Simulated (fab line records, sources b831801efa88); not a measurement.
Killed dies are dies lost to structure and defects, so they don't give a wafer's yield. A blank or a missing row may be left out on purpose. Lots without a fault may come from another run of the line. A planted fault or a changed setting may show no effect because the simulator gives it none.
One fault seen from 2 desks | flow sky130 | each desk has only its own numbers; what lay behind them comes last

THE METROLOGY DESK
What the gauges read, lot by lot, whatever tool the lot ran on: means of the sampled wafers that have a number. A lot is out of limits, marked OUT, if its mean lies more than 4 standard deviations from the usual mean; the brackets give that distance.
Columns: A = VIA4_OVL at SKY_VIA4_OVL_MEAS_11, usual -0.4 nm; B = VIA4_W_THK at SKY_VIA4_THK_MEAS_20, usual 516 nm; C = METAL5_ALCU_RS at SKY_METAL5_RS_MEAS_05, usual 0.0271 ohm/sq; D = METAL5_ALCU_THK at SKY_METAL5_THK_MEAS_06, usual 1140 nm
lot  | first seen here | A    | B   | C                 | D
L142 | day 43 00:50    | 1.4  | 521 | 0.0277            | 1118
L149 | day 45 00:50    | -0.2 | 515 | 0.0251 (-6.3) OUT | 1230 (+6.5) OUT
L151 | day 45 20:18    | -1.2 | 506 | 0.0249 (-7.2) OUT | 1251 (+8.0) OUT
L153 | day 46 00:17    | -0.1 | 514 | 0.0268            | 1158
L156 | day 46 18:17    | 0.6  | 514 | 0.0272            | 1141
L157 | day 47 00:23    | -1.7 | 513 | 0.0266            | 1163
L162 | day 47 22:14    | -1.7 | 510 | 0.0266            | 1163
L163 | day 47 22:42    | -1.6 | 522 | 0.0270            | 1151
L164 | day 48 08:52    | -0.7 | 523 | 0.0270            | 1144
This desk's finding: out of limits on L149, L151; first on L149, day 45 02:25 (METAL5_ALCU_RS at SKY_METAL5_RS_MEAS_05). In limits: L142, L153, L156, L157, L162, L163, L164.

THE TOOL OWNER'S DESK: pvd_sputter-02
The tool's own readings at SKY_METAL5_SPUTTER_02 (material AlCu, target thk 1150 nm, time 61.2 s): means of the sampled wafers that have a number, for each lot that ran on this tool. A lot is out of limits, marked OUT, if its mean lies more than 4 standard deviations from the usual mean; the brackets give that distance.
Columns: A = chamber_pressure_pa at SKY_METAL5_SPUTTER_02, usual 0.4000 Pa; B = throttle_valve_pct at SKY_METAL5_SPUTTER_02, usual 29.7 %
lot  | first seen here | A      | B
L149 | day 45 02:17    | 0.4003 | 29.4
L151 | day 45 21:46    | 0.3998 | 29.9
L162 | day 48 02:01    | 0.4007 | 30.4
This desk's finding: nothing out of limits on any of the 3 lots.

PUT TOGETHER
The metrology desk could have raised an alarm at day 45 02:25, on L149, L151.
The tool owner's desk saw nothing out of limits.
The tool owner's desk has L149, L151 on record, within its limits.
Of the lots named, all ran SKY_METAL5_SPUTTER_02 on pvd_sputter-02.

WHAT THE SIMULATOR HAD PUT IN
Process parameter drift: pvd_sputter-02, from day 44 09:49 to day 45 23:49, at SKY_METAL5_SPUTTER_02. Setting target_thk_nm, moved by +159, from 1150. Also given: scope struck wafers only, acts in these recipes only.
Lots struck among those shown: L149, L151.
Hours from the fault's start to each desk's first reading out of limits: the metrology desk, 17.
